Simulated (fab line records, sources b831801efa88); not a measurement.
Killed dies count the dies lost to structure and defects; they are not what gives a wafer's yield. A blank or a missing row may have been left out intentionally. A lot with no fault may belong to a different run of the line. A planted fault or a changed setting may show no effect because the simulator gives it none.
Which of the tools did it? | flow gf180mcu | 14 lots, 42 wafers sampled, at 4 steps of a route of 602

## WHAT THE GAUGES READ, wafer by wafer
GF_V3_THK_MEAS_03. Usual: V3_CVD_02_THK 852 nm, standard deviation 12.
lot  | measured     | on           | V3_CVD_02_THK (nm) | flag
L177 | day 21 09:43 | filmMetro-01 | 840 863 861        | 
L178 | day 22 11:30 | filmMetro-01 | 844 858 873        | 
L180 | day 22 19:13 | filmMetro-02 | 848 834 852        | 
L183 | day 23 09:07 | filmMetro-04 | 840 852 850        | 
L185 | day 24 02:02 | filmMetro-04 | 851 872 858        | 
L184 | day 24 05:34 | filmMetro-02 | 860 866 866        | 
L186 | day 24 10:37 | filmMetro-01 | 861 857 882        | 
L190 | day 25 17:43 | filmMetro-04 | 844 852 875        | 
L191 | day 26 03:39 | filmMetro-04 | 840 846 865        | 
L192 | day 26 10:37 | filmMetro-01 | 859 842 869        | 
L193 | day 26 18:27 | filmMetro-04 | 849 837 856        | 
L195 | day 27 13:25 | filmMetro-01 | 843 861 856        | 
L198 | day 28 12:51 | filmMetro-01 | 854 837 870        | 
L200 | day 28 20:05 | filmMetro-02 | 853 872 839        | 

GF_M4_OVL_MEAS_15. Usual: M4_OVL -1 nm, standard deviation 5.5.
lot  | measured     | on         | M4_OVL (nm) | flag
L177 | day 23 09:20 | overlay-02 | -5 -3 -2    | 
L178 | day 24 11:01 | overlay-02 | 4 6 4       | 
L180 | day 24 18:22 | overlay-02 | 2 -5 -2     | 
L183 | day 25 08:03 | overlay-01 | -5 1 -5     | 
L185 | day 26 00:29 | overlay-01 | 0 -5 -2     | 
L184 | day 26 03:56 | overlay-01 | -11 -14 -11 | 
L186 | day 26 09:02 | overlay-02 | -6 -7 -7    | 
L193 | day 28 13:23 | overlay-02 | -4 0 -2     | 
L195 | day 29 06:21 | overlay-02 | -5 -1 0     | 
L198 | day 30 05:55 | overlay-01 | -9 -12 -11  | 
L200 | day 30 11:53 | overlay-02 | -9 -5 -7    | 

## TOOL THAT RAN EACH LOT (tool first, then ch and the chambers of the sampled wafers, then the start)
lot  | GF_V3_CMP_26                  | GF_M4_SPUTTER_01
L177 | cmp-02 ch 0,1,2, day 22 09:59 | pvdSputter-01, day 22 10:20
L178 | cmp-01 ch 0,1,2, day 23 12:23 | pvdSputter-01, day 23 12:41
L180 | cmp-02 ch 2,3, day 23 19:42   | pvdSputter-04, day 23 20:06
L183 | cmp-02 ch 0,3, day 24 09:43   | pvdSputter-03, day 24 10:07
L185 | cmp-01 ch 0,1,3, day 25 01:58 | pvdSputter-04, day 25 02:16
L184 | cmp-01 ch 0,2,3, day 25 04:47 | pvdSputter-04, day 25 05:08
L186 | cmp-01 ch 0,2,3, day 25 10:19 | pvdSputter-04, day 25 10:37
L190 | cmp-01 ch 1,3, day 26 16:39   | -
L191 | cmp-01 ch 0,2,3, day 27 02:26 | -
L192 | cmp-01 ch 1,2, day 27 09:04   | -
L193 | cmp-02 ch 1,2,3, day 27 16:11 | pvdSputter-03, day 27 16:35
L195 | cmp-02 ch 1,2,3, day 28 10:46 | pvdSputter-04, day 28 11:01
L198 | cmp-02 ch 1,3, day 29 09:43   | pvdSputter-04, day 29 10:07
L200 | cmp-02 ch 0,2, day 29 16:38   | pvdSputter-03, day 29 16:59
- GF_V3_CMP_26: polishes, stops on SiO2, t overpolish 15 s, target thk 0 nm.
- GF_M4_SPUTTER_01: material TiN, target thk 30 nm, time 25 s.

## WHAT THE TOOLS THEMSELVES READ (means of the sampled wafers that have a number; where no wafer has one, the mark that the record gives instead)
GF_V3_CMP_26. Usual: motorCurrentA 11.6 A, standard deviation 1.7; overpolishRunS 15.000 s, standard deviation 0.0094; timeToEndpointS 86 s, standard deviation 4.4.
lot  | tool   | motorCurrentA (A) | overpolishRunS (s) | timeToEndpointS (s) | flag
L177 | cmp-02 | 11.0              | 15.000             | 89                  | 
L178 | cmp-01 | 12.8              | 15.004             | 90                  | 
L180 | cmp-02 | 10.4              | 14.995             | 83                  | 
L183 | cmp-02 | 8.9               | 15.006             | 82                  | 
L185 | cmp-01 | 12.9              | 15.003             | 88                  | 
L184 | cmp-01 | 12.6              | 15.000             | 88                  | 
L186 | cmp-01 | 12.3              | 14.997             | 91                  | 
L190 | cmp-01 | 13.1              | 0.038              | 131                 | OFF
L191 | cmp-01 | 12.3              | 0.041              | 131                 | OFF
L192 | cmp-01 | 13.5              | 0.034              | 130                 | OFF
L193 | cmp-02 | 10.8              | 15.001             | 83                  | 
L195 | cmp-02 | 11.4              | 15.000             | 81                  | 
L198 | cmp-02 | 11.3              | 15.000             | 83                  | 
L200 | cmp-02 | 9.5               | 15.006             | 88                  | 

GF_M4_SPUTTER_01. Usual: throttleValvePct at 30.0 %, with a standard deviation of 1.2.
lot  | tool          | throttleValvePct (%) | flag
L177 | pvdSputter-01 | 29.4                 | 
L178 | pvdSputter-01 | 29.7                 | 
L180 | pvdSputter-04 | 30.5                 | 
L183 | pvdSputter-03 | 30.3                 | 
L185 | pvdSputter-04 | 30.2                 | 
L184 | pvdSputter-04 | 30.8                 | 
L186 | pvdSputter-04 | 30.7                 | 
L193 | pvdSputter-03 | 29.3                 | 
L195 | pvdSputter-04 | 30.1                 | 
L198 | pvdSputter-04 | 31.1                 | 
L200 | pvdSputter-03 | 29.3                 | 

## THE ANSWER, worked out from the rows above alone
Rule: a lot is off if the mean of its wafers that have a number lies more than 3 standard deviations from the usual mean. A lot without any number at a reading at which 4 lots or more have one is off too. The other lots that the step has rows for count as sound. First the gauges in route order, then the tools' own readings, where a lot's mean is used as printed above. The first step at which some lot is off is used, and at that step the reading that is off furthest; a lot without a number counts as furthest.
Off: L190, L191, L192 (GF_V3_CMP_26, overpolishRunS).
If a tool, at that step or one of the process steps before it, ran each lot that is off and ran no sound lot following the first of them, it fits. One fits: GF_V3_CMP_26 on cmp-01. Its last sound lot is L186 (day 25 10:19), its first lot that is off L190 (day 26 16:39): a fault that began between those two fits.
The tool's own readings at GF_V3_CMP_26 bear it out: on the lots that are off they differ by more than 5 times the standard deviation of the sound lots' means. overpolishRunS reads 0.038 s there against 15.001 s on the sound lots; timeToEndpointS reads 131 s there against 86 s on the sound lots.

## WHAT WAS PUT IN BY THE SIMULATOR
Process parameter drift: cmp-01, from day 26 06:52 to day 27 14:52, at GF_V3_CMP_26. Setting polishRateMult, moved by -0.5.
Lots struck among those shown: L190, L191, L192. The rule given above showed the same thing.
